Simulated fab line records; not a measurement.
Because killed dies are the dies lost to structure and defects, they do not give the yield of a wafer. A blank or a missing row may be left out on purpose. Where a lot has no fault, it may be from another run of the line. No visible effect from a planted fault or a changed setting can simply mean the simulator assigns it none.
fab line records ; flow sky130 ; part 1 of 2: steps 1 to 23 of 32
[record] lots = 5; wafers = 15; last-day = 50
route steps=708 shown CONTACT@407 METAL1@434
lots with no fault: from the same line, run without faults
start-h: start of the lot's first displayed wafer, in hours after the record's first day ; wait-h: how many hours have passed since the lot's step before this one ; " as in the row above ; L1.1+2: one row covering several wafers at once ; - no value, or no start was given ; * or withheld: withheld ; < > ~ a bound
route shown NAME@n: NAME is a module with steps in the file, n the number in the route of the first one ; usual: the fault-free wafers' mean and standard deviation ; same: alike in all rows ; chamber/n: place in a boat ; sites: per-site readings ; _std_site: standard deviation across them ; _edge_site: mean of outer sites minus mean of inner sites ; radius-mm: how far each site lies from the wafer's centre ; mask NAME#n: copy n ; behind: the last tool/chamber to shape the wafer ; hold: why the lot went on hold/how many hours it stayed there/how the hold came to an end ; device: the n, p or np transistor that did not switch ; end of line: tests run on the same wafers once the route is complete ; for a step that has no rows: nothing shown but its recipe ; killed: dies lost to structure and defects at the first sort, not the wafer's yield ; map: the dies of a wafer, with x for killed, . for not killed, _ for no die there
set.NAME: the setting that was run; set.NAME@STEP: the one run at that earlier step ; model.NAME: the simulator's own value behind a step, which no gauge read
lots at selected steps of the route; one table per step, one row per wafer
services: a tool's chamber out of use, with start hour (start-h, from the record's first day; less than 0 if before it), hours out, and reason
[[steps]]
[step SKY_CONTACT_THK_MEAS_01]
[recipe] reads = Si3N4_of_CONTACT_CVD_00
[usual] CONTACT_CVD_00_THK = 74.1/1.1
lot.wafer;tool;chamber;start-h;wait-h;CONTACT_CVD_00_THK[nm]
L076.1;film-metro-02;-;715.57;-;71.3
L076.2;film-metro-02;-;715.57;-;73.6
L076.5;film-metro-02;-;715.57;-;73.3
L079.3;film-metro-04;-;758.07;-;74.6
L079.5;film-metro-04;-;758.07;-;76.6
L079.6;film-metro-04;-;758.07;-;74.9
L088.1;film-metro-02;-;818.31;-;73.5
L088.4;film-metro-02;-;818.31;-;74.3
L088.6;film-metro-02;-;818.31;-;74.3
L090.2;film-metro-02;-;828.26;-;74.7
L090.3;film-metro-02;-;828.26;-;74.9
L090.6;film-metro-02;-;828.26;-;75.9
L097.2;film-metro-02;-;874.67;-;73.4
L097.5;film-metro-02;-;874.67;-;75.5
L097.6;film-metro-02;-;874.67;-;74.0
[step SKY_CONTACT_HDPCVD_02]
[recipe] material = SiO2; target-thk-nm = 565; sigma-open-frac = 0.3; time-s = 94.2; temp-c = 600; sih4-flow-sccm = 60; pressure-mtorr = 6
lot.wafer;tool;chamber;start-h;wait-h
L076.1+2+5;hdpcvd-02;0,2,2;715.63;0.1
L079.3+5+6;hdpcvd-02;1,0,1;758.11;0.0
L088.1+4+6;hdpcvd-01;0,0,1;818.37;0.1
L090.2+3+6;hdpcvd-01;0,1,1;828.31;0.0
L097.2+5+6;hdpcvd-02;1,1,0;874.72;0.0
[step SKY_CONTACT_THK_MEAS_03]
[recipe] reads = SiO2_of_CONTACT_HDPCVD_02
[usual] CONTACT_HDPCVD_THK = 559/6.7
lot.wafer;tool;chamber;start-h;wait-h;CONTACT_HDPCVD_THK[nm]
L076.1;film-metro-04;-;715.70;0.0;558
L076.2;film-metro-04;-;715.70;0.0;551
L076.5;film-metro-04;-;715.70;0.0;550
L079.3;film-metro-04;-;758.20;0.1;557
L079.5;film-metro-04;-;758.20;0.1;551
L079.6;film-metro-04;-;758.20;0.1;554
L088.1;film-metro-03;-;818.44;0.0;550
L088.4;film-metro-03;-;818.44;0.0;547
L088.6;film-metro-03;-;818.44;0.0;541
L090.2;film-metro-04;-;828.39;0.0;548
L090.3;film-metro-04;-;828.39;0.0;551
L090.6;film-metro-04;-;828.39;0.0;554
L097.2;film-metro-04;-;874.80;0.0;564
L097.5;film-metro-04;-;874.80;0.0;557
L097.6;film-metro-04;-;874.80;0.0;557
[step SKY_CONTACT_CMP_04]
[recipe] material = SiO2; down-force-psi = 4; platen-rpm = 60; pad-velocity-m-s = 0.94248
[usual] motor-current-A = 12.3/1.3; slurry-flow-ml-min = 150.0/0.44; time-to-endpoint-s = 79/4.4
lot.wafer;tool;chamber;start-h;wait-h;motor-current-A;slurry-flow-ml-min;time-to-endpoint-s
L076.2;cmp-01;0;715.81;0.1;14.0;150.2;82
L076.1;cmp-01;2;715.81;0.1;12.5;150.2;79
L076.5;cmp-01;3;715.81;0.1;11.6;149.9;79
L079.3;cmp-01;1;758.29;0.1;11.9;149.9;83
L079.6;cmp-01;0;758.29;0.1;13.3;149.8;81
L079.5;cmp-01;1;758.29;0.1;12.0;149.9;79
L088.4;cmp-02;1;818.55;0.1;12.9;150.4;81
L088.1;cmp-02;3;818.55;0.1;9.4;149.7;71
L088.6;cmp-02;1;818.55;0.1;12.7;149.9;76
L090.3;cmp-01;0;828.44;0.0;14.3;149.5;79
L090.2;cmp-01;1;828.44;0.0;12.4;149.6;72
L090.6;cmp-01;1;828.44;0.0;12.0;150.9;78
L097.2;cmp-02;3;875.00;0.2;9.8;150.5;76
L097.5;cmp-02;0;875.00;0.2;12.9;149.7;76
L097.6;cmp-02;1;875.00;0.2;13.3;150.7;80
[step SKY_CONTACT_BOW_MEAS_05]
[recipe] mode = bow
[usual] CONTACT_BOW = 83/6.8
lot.wafer;tool;chamber;start-h;wait-h;CONTACT_BOW[um]
L076.1;film-metro-03;-;716.06;0.1;86
L076.2;film-metro-03;-;716.06;0.1;75
L076.5;film-metro-03;-;716.06;0.1;74
L079.3;film-metro-02;-;758.58;0.2;85
L079.5;film-metro-02;-;758.58;0.2;87
L079.6;film-metro-02;-;758.58;0.2;88
L088.1;film-metro-04;-;818.80;0.1;80
L088.4;film-metro-04;-;818.80;0.1;69
L088.6;film-metro-04;-;818.80;0.1;88
L090.2;film-metro-02;-;828.76;0.2;91
L090.3;film-metro-02;-;828.76;0.2;83
L090.6;film-metro-02;-;828.76;0.2;77
L097.2;film-metro-02;-;875.17;0.1;84
L097.5;film-metro-02;-;875.17;0.1;82
L097.6;film-metro-02;-;875.17;0.1;82
[step SKY_CONTACT_DEHYDRATE_06]
[recipe] temp-c = 200; time-s = 60
[usual] resist-line-temp-C = 23.00/0.1
lot.wafer;tool;chamber;start-h;wait-h;resist-line-temp-C
L076.1;litho-track-02;0;729.33;13.2;23.13
L076.2;litho-track-02;0;729.33;13.2;22.97
L076.5;litho-track-02;0;729.33;13.2;23.02
L079.3;litho-track-04;0;771.36;12.8;22.82
L079.5;litho-track-04;0;771.36;12.8;22.75
L079.6;litho-track-04;0;771.36;12.8;22.90
L088.1;litho-track-04;0;831.11;12.3;23.10
L088.4;litho-track-04;0;831.11;12.3;23.03
L088.6;litho-track-04;0;831.11;12.3;23.15
L090.2;litho-track-03;0;841.83;13.1;22.87
L090.3;litho-track-03;0;841.83;13.1;23.00
L090.6;litho-track-03;0;841.83;13.1;22.81
L097.2;litho-track-04;0;887.73;12.5;23.03
L097.5;litho-track-04;0;887.73;12.5;23.10
L097.6;litho-track-04;0;887.73;12.5;22.89
[step SKY_CONTACT_HMDS_07]
[recipe] prime-time-s = 60; prime-temp-c = 120
[usual] resist-line-temp-C = 23.02/0.11
[same] prime-time-s = 60
lot.wafer;tool;chamber;start-h;wait-h;resist-line-temp-C
L076.1;litho-track-02;0;729.48;0.1;22.84
L076.2;litho-track-02;0;729.48;0.1;22.84
L076.5;litho-track-02;0;729.48;0.1;22.84
L079.3;litho-track-04;0;771.51;0.1;22.88
L079.5;litho-track-04;0;771.51;0.1;22.95
L079.6;litho-track-04;0;771.51;0.1;23.05
L088.1;litho-track-04;0;831.26;0.1;23.05
L088.4;litho-track-04;0;831.26;0.1;23.21
L088.6;litho-track-04;0;831.26;0.1;23.19
L090.2;litho-track-03;0;841.98;0.1;23.13
L090.3;litho-track-03;0;841.98;0.1;22.99
L090.6;litho-track-03;0;841.98;0.1;23.00
L097.2;litho-track-04;0;887.88;0.1;23.03
L097.5;litho-track-04;0;887.88;0.1;23.22
L097.6;litho-track-04;0;887.88;0.1;22.91
[step SKY_CONTACT_COAT_08]
[recipe] resist = BARC; temp-c = withheld; time-s = withheld; spin-rpm = 3000; resist-thk-nm = 60
[usual] resist-line-temp-C = *
lot.wafer;tool;chamber;start-h;wait-h;resist-line-temp-C
L076.1;litho-track-02;0;729.63;0.1;*
L076.2;litho-track-02;0;729.63;0.1;*
L076.5;litho-track-02;0;729.63;0.1;*
L079.3;litho-track-04;0;771.66;0.1;*
L079.5;litho-track-04;0;771.66;0.1;*
L079.6;litho-track-04;0;771.66;0.1;*
L088.1;litho-track-04;0;831.41;0.1;*
L088.4;litho-track-04;0;831.41;0.1;*
L088.6;litho-track-04;0;831.41;0.1;*
L090.2;litho-track-03;0;842.13;0.1;*
L090.3;litho-track-03;0;842.13;0.1;*
L090.6;litho-track-03;0;842.13;0.1;*
L097.2;litho-track-04;0;888.03;0.1;*
L097.5;litho-track-04;0;888.03;0.1;*
L097.6;litho-track-04;0;888.03;0.1;*
[step SKY_CONTACT_COAT_09]
[recipe] resist = KrF-thick; spin-rpm = 3000; resist-thk-nm = 450
[usual] resist-line-temp-C = 22.98/0.1
lot.wafer;tool;chamber;start-h;wait-h;resist-line-temp-C
L076.1;litho-track-02;0;-;-;23.08
L076.2;litho-track-02;0;-;-;23.17
L076.5;litho-track-02;0;-;-;23.03
L079.3;litho-track-04;0;-;-;22.86
L079.5;litho-track-04;0;-;-;22.89
L079.6;litho-track-04;0;-;-;22.83
L088.1;litho-track-04;0;-;-;23.15
L088.4;litho-track-04;0;-;-;23.02
L088.6;litho-track-04;0;-;-;22.90
L090.2;litho-track-03;0;-;-;23.02
L090.3;litho-track-03;0;-;-;22.82
L090.6;litho-track-03;0;-;-;22.95
L097.2;litho-track-04;0;-;-;23.13
L097.5;litho-track-04;0;-;-;23.03
L097.6;litho-track-04;0;-;-;23.01
[step SKY_CONTACT_SOFTBAKE_10]
[recipe] temp-c = 100; time-s = 90; resist = KrF-thick
[usual] resist-line-temp-C = 23.02/0.1
lot.wafer;tool;chamber;start-h;wait-h;resist-line-temp-C
L076.1;litho-track-02;0;-;-;22.88
L076.2;litho-track-02;0;-;-;23.09
L076.5;litho-track-02;0;-;-;22.99
L079.3;litho-track-04;0;-;-;23.10
L079.5;litho-track-04;0;-;-;23.11
L079.6;litho-track-04;0;-;-;22.95
L088.1;litho-track-04;0;-;-;22.91
L088.4;litho-track-04;0;-;-;23.00
L088.6;litho-track-04;0;-;-;22.88
L090.2;litho-track-03;0;-;-;23.00
L090.3;litho-track-03;0;-;-;23.06
L090.6;litho-track-03;0;-;-;22.99
L097.2;litho-track-04;0;-;-;23.12
L097.5;litho-track-04;0;-;-;23.09
L097.6;litho-track-04;0;-;-;23.10
[step SKY_CONTACT_EXPOSE_11]
[recipe] mask-id = CTM1; na = 0.8; source-shape = annular; sigma-inner = 0.55; sigma-outer = 0.85; target-cd-nm = 170; dose-mj = 38
[usual] exposure-dose-mJ-cm2 = 37.93/0.048; stage-vel-mm-s = 500.00/0.28
[same] sigma-inner = 0.55; sigma-outer = 0.85
lot.wafer;tool;chamber;start-h;wait-h;mask;exposure-dose-mJ-cm2;stage-vel-mm-s
L076.1;krf-scanner-01;0;-;-;CTM1#0;38.02;500.32
L076.2;krf-scanner-01;0;-;-;CTM1#0;37.93;500.14
L076.5;krf-scanner-01;0;-;-;CTM1#0;37.98;500.59
L079.3;krf-scanner-01;0;-;-;CTM1#0;37.99;500.12
L079.5;krf-scanner-01;0;-;-;CTM1#0;38.01;499.89
L079.6;krf-scanner-01;0;-;-;CTM1#0;37.92;499.91
L088.1;krf-scanner-02;0;-;-;CTM1#0;37.89;500.01
L088.4;krf-scanner-02;0;-;-;CTM1#0;37.89;499.62
L088.6;krf-scanner-02;0;-;-;CTM1#0;37.89;500.08
L090.2;krf-scanner-01;0;-;-;CTM1#0;38.02;499.78
L090.3;krf-scanner-01;0;-;-;CTM1#0;37.99;499.56
L090.6;krf-scanner-01;0;-;-;CTM1#0;37.98;499.89
L097.2;krf-scanner-01;0;-;-;CTM1#0;37.97;499.91
L097.5;krf-scanner-01;0;-;-;CTM1#0;37.96;499.97
L097.6;krf-scanner-01;0;-;-;CTM1#0;37.97;499.91
[step SKY_CONTACT_PEB_12]
[recipe] peb-temp-c = withheld; peb-time-s = withheld; resist = KrF-thick
[usual] resist-line-temp-C = *
lot.wafer;tool;chamber;start-h;wait-h;resist-line-temp-C
L076.1;litho-track-02;0;-;-;*
L076.2;litho-track-02;0;-;-;*
L076.5;litho-track-02;0;-;-;*
L079.3;litho-track-02;0;-;-;*
L079.5;litho-track-02;0;-;-;*
L079.6;litho-track-02;0;-;-;*
L088.1;litho-track-04;0;-;-;*
L088.4;litho-track-04;0;-;-;*
L088.6;litho-track-04;0;-;-;*
L090.2;litho-track-03;0;-;-;*
L090.3;litho-track-03;0;-;-;*
L090.6;litho-track-03;0;-;-;*
L097.2;litho-track-02;0;-;-;*
L097.5;litho-track-02;0;-;-;*
L097.6;litho-track-02;0;-;-;*
[step SKY_CONTACT_DEVELOP_13]
[recipe] develop-time-s = 60; resist = KrF-thick; dev-temp-c = 21
[usual] developer-temp-C = 20.99/0.095; resist-line-temp-C = 23.02/0.096
lot.wafer;tool;chamber;start-h;wait-h;developer-temp-C;resist-line-temp-C
L076.1;litho-track-02;0;-;-;21.02;23.17
L076.2;litho-track-02;0;-;-;21.03;22.96
L076.5;litho-track-02;0;-;-;21.17;23.03
L079.3;litho-track-02;0;-;-;21.02;22.96
L079.5;litho-track-02;0;-;-;20.97;22.72
L079.6;litho-track-02;0;-;-;20.83;23.08
L088.1;litho-track-04;0;-;-;20.92;23.05
L088.4;litho-track-04;0;-;-;21.05;23.05
L088.6;litho-track-04;0;-;-;21.02;22.97
L090.2;litho-track-03;0;-;-;21.33;23.13
L090.3;litho-track-03;0;-;-;20.99;22.97
L090.6;litho-track-03;0;-;-;21.02;23.19
L097.2;litho-track-02;0;-;-;21.01;22.91
L097.5;litho-track-02;0;-;-;20.97;22.91
L097.6;litho-track-02;0;-;-;21.19;23.01
[step SKY_CONTACT_CD_MEAS_14]
[recipe] target-cd-nm = 170
[usual] cd-nm = 170.0/1.6
lot.wafer;tool;chamber;start-h;wait-h;cd-nm
L076.1;cd-sem-01;-;742.68;-;168.7
L076.2;cd-sem-01;-;742.68;-;168.7
L076.5;cd-sem-01;-;742.68;-;169.5
L079.3;cd-sem-02;-;785.97;-;168.4
L079.5;cd-sem-02;-;785.97;-;167.8
L079.6;cd-sem-02;-;785.97;-;168.1
L088.1;cd-sem-02;-;845.26;-;169.6
L088.4;cd-sem-02;-;845.26;-;170.3
L088.6;cd-sem-02;-;845.26;-;169.4
L090.2;cd-sem-02;-;855.08;-;174.4
L090.3;cd-sem-02;-;855.08;-;173.7
L090.6;cd-sem-02;-;855.08;-;173.2
L097.2;cd-sem-02;-;901.60;-;166.0
L097.5;cd-sem-02;-;901.60;-;166.8
L097.6;cd-sem-02;-;901.60;-;168.4
[step SKY_CONTACT_OVL_MEAS_15]
[usual] CONTACT_OVL = -5/6.4
lot.wafer;tool;chamber;start-h;wait-h;CONTACT_OVL[nm]
L076.1;overlay-01;-;742.80;0.1;-3
L076.2;overlay-01;-;742.80;0.1;-7
L076.5;overlay-01;-;742.80;0.1;-10
L079.3;overlay-01;-;786.06;0.1;-13
L079.5;overlay-01;-;786.06;0.1;-9
L079.6;overlay-01;-;786.06;0.1;-14
L088.1;overlay-02;-;845.38;0.1;-6
L088.4;overlay-02;-;845.38;0.1;-6
L088.6;overlay-02;-;845.38;0.1;-10
L090.2;overlay-01;-;855.18;0.1;-9
L090.3;overlay-01;-;855.18;0.1;-1
L090.6;overlay-01;-;855.18;0.1;-4
L097.2;overlay-02;-;901.70;0.1;-10
L097.5;overlay-02;-;901.70;0.1;-9
L097.6;overlay-02;-;901.70;0.1;-12
[step SKY_CONTACT_ETCH_16]
[recipe] chemistry = N2/H2; target = BARC; ion-energy-ev = 200; source-w = 500; bias-w = 100; pressure-mtorr = 30; n2-flow-sccm = 100; h2-flow-sccm = 200; stop-on = SiO2; time-s = 45.9; target-depth-a = 600
[usual] bias-w = 99.99/0.28; drypump-motor-current-A = 5.8/0.5; h2-flow-sccm = 200.0/0.59; n2-flow-sccm = 100.0/0.33; oes-product-au = 0.854/0.0047; throttle-valve-pct = 13.226/0.0097
lot.wafer;tool;chamber;start-h;wait-h;bias-w;drypump-motor-current-A;h2-flow-sccm;n2-flow-sccm;oes-product-au;rf-hours-counter-h;throttle-valve-pct
L076.1;rie-diel-01;0;742.83;0.0;100.12;5.6;200.2;100.4;0.852;39;13.217
L076.2;rie-diel-01;1;742.83;0.0;100.56;5.0;199.7;99.8;0.857;2;13.234
L076.5;rie-diel-01;1;742.83;0.0;99.59;5.1;199.4;99.9;0.858;-;13.232
L079.3;rie-diel-03;0;786.08;0.0;99.87;6.6;200.2;99.9;0.860;10;13.214
L079.5;rie-diel-03;1;786.08;0.0;99.82;5.7;200.7;100.1;0.858;-;13.224
L079.6;rie-diel-03;0;786.08;0.0;99.76;6.6;200.4;100.0;0.857;-;13.233
L088.1;rie-diel-02;3;845.41;0.0;100.11;6.3;200.2;99.3;0.844;12;13.232
L088.4;rie-diel-02;2;845.41;0.0;99.75;5.7;200.2;100.5;0.852;-;13.219
L088.6;rie-diel-02;1;845.41;0.0;99.65;5.4;199.7;100.3;0.852;-;13.214
L090.2;rie-diel-03;3;855.21;0.0;99.96;5.7;200.2;100.1;0.859;13;13.230
L090.3;rie-diel-03;2;855.21;0.0;99.89;6.1;200.2;100.0;0.856;25;13.229
L090.6;rie-diel-03;0;855.21;0.0;100.18;6.6;199.4;99.8;0.851;-;13.220
L097.2;rie-diel-01;1;901.73;0.0;100.30;5.1;200.4;100.2;0.851;8;13.244
L097.5;rie-diel-01;2;901.73;0.0;100.06;5.0;200.9;100.1;0.849;-;13.222
L097.6;rie-diel-01;1;901.73;0.0;100.06;5.1;199.5;100.3;0.855;-;13.225
[step SKY_CONTACT_ETCH_17]
[recipe] target = SiO2; chemistry = C4F8/O2/Ar; stop-on = Si3N4; mask-material = KrF-thick; source-w = 1500; bias-w = 1200; pressure-mtorr = 40; c4f8-flow-sccm = withheld; O2_flow_sccm = 6; Ar_flow_sccm = 300; time-s = withheld; target-depth-a = 3400
[usual] bias-w = 1200/3.4; oes-product-au = 0.891/0.0052
lot.wafer;tool;chamber;start-h;wait-h;bias-w;oes-product-au
L076.1;rie-diel-01;0;742.87;0.0;1203;0.894
L076.2;rie-diel-01;1;742.87;0.0;1195;0.897
L076.5;rie-diel-01;1;742.87;0.0;1193;0.888
L079.3;rie-diel-03;0;786.13;0.0;1202;0.895
L079.5;rie-diel-03;1;786.13;0.0;1195;0.900
L079.6;rie-diel-03;0;786.13;0.0;1195;0.888
L088.1;rie-diel-02;3;845.46;0.0;1200;0.885
L088.4;rie-diel-02;2;845.46;0.0;1201;0.894
L088.6;rie-diel-02;1;845.46;0.0;1201;0.898
L090.2;rie-diel-03;3;855.26;0.0;1195;0.898
L090.3;rie-diel-03;2;855.26;0.0;1192;0.891
L090.6;rie-diel-03;0;855.26;0.0;1197;0.899
L097.2;rie-diel-01;1;901.78;0.0;1198;0.883
L097.5;rie-diel-01;2;901.78;0.0;1200;0.892
L097.6;rie-diel-01;1;901.78;0.0;1202;0.897
[step SKY_CONTACT_ETCH_18]
[recipe] target = Si3N4; chemistry = CHF3/O2; stop-on = TiN; source-w = 600; bias-w = 200; pressure-mtorr = 40; chf3-flow-sccm = 50; O2_flow_sccm = 5; time-s = 39; target-depth-a = 750
[usual] O2_flow_sccm = 5.002/0.016; bias-w = 200.0/0.57; drypump-motor-current-A = 5.8/0.5; oes-product-au = 0.849/0.0084; throttle-valve-pct = 8.792/0.0091
lot.wafer;tool;chamber;start-h;wait-h;O2_flow_sccm;bias-w;drypump-motor-current-A;oes-product-au;rf-hours-counter-h;throttle-valve-pct
L076.1;rie-diel-01;0;-;-;5.035;200.6;5.5;0.834;39;8.779
L076.2;rie-diel-01;1;-;-;4.994;200.0;5.1;0.846;3;8.787
L076.5;rie-diel-01;1;-;-;4.992;199.4;5.1;0.839;-;8.799
L079.3;rie-diel-03;0;-;-;5.032;200.0;6.6;0.859;10;8.784
L079.5;rie-diel-03;1;-;-;5.000;199.6;5.7;0.860;-;8.781
L079.6;rie-diel-03;0;-;-;5.004;199.6;6.6;0.860;-;8.792
L088.1;rie-diel-02;3;-;-;5.004;198.9;6.3;0.845;12;8.794
L088.4;rie-diel-02;2;-;-;4.997;199.5;5.7;0.853;-;8.798
L088.6;rie-diel-02;1;-;-;5.022;200.4;5.3;0.841;-;8.778
L090.2;rie-diel-03;3;-;-;4.989;200.0;5.6;0.851;13;8.785
L090.3;rie-diel-03;2;-;-;5.000;200.4;6.1;0.861;25;8.806
L090.6;rie-diel-03;0;-;-;4.978;199.2;6.6;0.861;-;8.804
L097.2;rie-diel-01;1;-;-;5.014;200.7;5.1;0.841;8;8.769
L097.5;rie-diel-01;2;-;-;4.986;200.3;5.0;0.866;-;8.794
L097.6;rie-diel-01;1;-;-;5.007;200.3;5.1;0.844;-;8.786
[step SKY_CONTACT_STRIP_19]
[recipe] chemistry = O2/N2; power-w = 1400; pressure-mtorr = 1500; platen-temp-c = withheld; o2-flow-sccm = 3000; n2-flow-sccm = 300; overash-fraction = 0.5
[usual] drypump-motor-current-A = 5.6/0.37; n2-flow-sccm = 300.1/0.94; oes-product-au = 0.380/0.0053; strip-time-to-endpoint-s = 3.62/0.048
[same] overash-fraction = 0.5
lot.wafer;tool;chamber;start-h;wait-h;drypump-motor-current-A;n2-flow-sccm;oes-product-au;rf-hours-counter-h;strip-time-to-endpoint-s
L076.1;plasma-asher-02;1;742.96;-;5.5;300.5;0.373;65;3.59
L076.2;plasma-asher-02;0;742.96;-;5.0;300.0;0.377;65;3.60
L076.5;plasma-asher-02;1;742.96;-;5.5;300.7;0.385;-;3.58
L079.3;plasma-asher-02;0;786.25;-;5.0;300.8;0.372;-;3.54
L079.5;plasma-asher-02;0;786.25;-;5.0;300.8;0.374;-;3.54
L079.6;plasma-asher-02;1;786.25;-;5.5;301.1;0.380;-;3.56
L088.1;plasma-asher-02;0;845.55;-;5.0;300.6;0.376;75;3.60
L088.4;plasma-asher-02;0;845.55;-;5.0;301.1;0.377;-;3.61
L088.6;plasma-asher-02;1;845.55;-;5.5;300.1;0.382;-;3.64
L090.2;plasma-asher-04;0;855.35;-;6.2;299.6;0.381;42;3.66
L090.3;plasma-asher-04;1;855.35;-;5.2;300.2;0.384;-;3.66
L090.6;plasma-asher-04;1;855.35;-;5.2;300.6;0.373;-;3.55
L097.2;plasma-asher-04;1;901.87;-;5.2;298.7;0.377;47;3.58
L097.5;plasma-asher-04;0;901.87;-;6.1;298.8;0.393;-;3.68
L097.6;plasma-asher-04;1;901.87;-;5.2;298.4;0.377;-;3.57
[step SKY_CONTACT_STRIP_20]
[recipe] chemistry = post-etch-residue-remover; time-s = 1200; temp-c = 72.5
[usual] bath-heat-duty-pct = 14.5/1.8; temp-c = 72.47/0.12
lot.wafer;tool;chamber;start-h;wait-h;bath-heat-duty-pct;temp-c
L076.1;wet-bench-03;0;743.06;0.1;13.5;72.51
L076.2;wet-bench-03;0;743.06;0.1;14.3;72.43
L076.5;wet-bench-03;0;743.06;0.1;14.7;72.48
L079.3;wet-bench-03;1;786.32;0.0;16.9;72.53
L079.5;wet-bench-03;1;786.32;0.0;15.9;72.66
L079.6;wet-bench-03;1;786.32;0.0;15.1;72.48
L088.1;wet-bench-03;0;845.65;0.1;14.7;72.44
L088.4;wet-bench-03;0;845.65;0.1;13.9;72.45
L088.6;wet-bench-03;0;845.65;0.1;13.2;72.39
L090.2;wet-bench-04;2;855.45;0.1;17.8;72.31
L090.3;wet-bench-04;2;855.45;0.1;18.2;72.50
L090.6;wet-bench-04;2;855.45;0.1;18.1;72.29
L097.2;wet-bench-04;3;901.97;0.1;13.1;72.56
L097.5;wet-bench-04;3;901.97;0.1;12.4;72.51
L097.6;wet-bench-04;3;901.97;0.1;12.9;72.52
[step SKY_CONTACT_CLEAN_21]
[recipe] chemistry = IPA; time-s = 180; temp-c = 25
[usual] bath-heat-duty-pct = 6.4/0.73; temp-c = 24.99/0.12
lot.wafer;tool;chamber;start-h;wait-h;bath-heat-duty-pct;temp-c
L076.1;wet-bench-04;1;743.41;0.0;5.9;25.10
L076.2;wet-bench-04;1;743.41;0.0;6.0;25.22
L076.5;wet-bench-04;1;743.41;0.0;6.6;25.24
L079.3;wet-bench-02;1;786.66;0.0;6.2;24.94
L079.5;wet-bench-02;1;786.66;0.0;6.2;25.08
L079.6;wet-bench-02;1;786.66;0.0;6.8;24.98
L088.1;wet-bench-04;3;845.99;0.0;5.5;25.05
L088.4;wet-bench-04;3;845.99;0.0;6.2;24.96
L088.6;wet-bench-04;3;845.99;0.0;5.9;25.10
L090.2;wet-bench-02;2;855.79;0.0;6.9;24.85
L090.3;wet-bench-02;2;855.79;0.0;6.9;24.77
L090.6;wet-bench-02;2;855.79;0.0;7.1;24.99
L097.2;wet-bench-02;2;902.31;0.0;7.6;24.84
L097.5;wet-bench-02;2;902.31;0.0;7.1;25.00
L097.6;wet-bench-02;2;902.31;0.0;7.3;25.02
[step SKY_CONTACT_CLEAN_22]
[recipe] chemistry = O3/DIW; dry = n2-spin
lot.wafer;tool;chamber;start-h;wait-h
L076.1+2+5;wet-bench-02;0;743.46;0.0
L079.3+5+6;wet-bench-03;3;786.72;0.0
L088.1+4+6;wet-bench-02;3;846.05;0.0
L090.2+3+6;wet-bench-03;3;855.85;0.0
L097.2+5+6;wet-bench-03;1;902.37;0.0
[step SKY_CONTACT_SPUTTER_23]
[recipe] material = TiN; target-thk-nm = 20; chamber-pressure-pa = 5; power-w = 4000; time-s = 80
[usual] throttle-valve-pct = 29.8/0.94
lot.wafer;tool;chamber;start-h;wait-h;throttle-valve-pct
L076.1;pvd-sputter-04;-;743.56;0.0;29.5
L076.2;pvd-sputter-04;-;743.56;0.0;29.3
L076.5;pvd-sputter-04;-;743.56;0.0;29.3
L079.3;pvd-sputter-01;-;786.81;0.0;29.4
L079.5;pvd-sputter-01;-;786.81;0.0;28.9
L079.6;pvd-sputter-01;-;786.81;0.0;30.0
L088.1;pvd-sputter-01;-;846.23;0.0;29.1
L088.4;pvd-sputter-01;-;846.23;0.0;31.0
L088.6;pvd-sputter-01;-;846.23;0.0;29.0
L090.2;pvd-sputter-01;-;855.94;0.0;29.1
L090.3;pvd-sputter-01;-;855.94;0.0;29.8
L090.6;pvd-sputter-01;-;855.94;0.0;30.8
L097.2;pvd-sputter-04;-;902.46;0.0;30.1
L097.5;pvd-sputter-04;-;902.46;0.0;31.8
L097.6;pvd-sputter-04;-;902.46;0.0;29.9
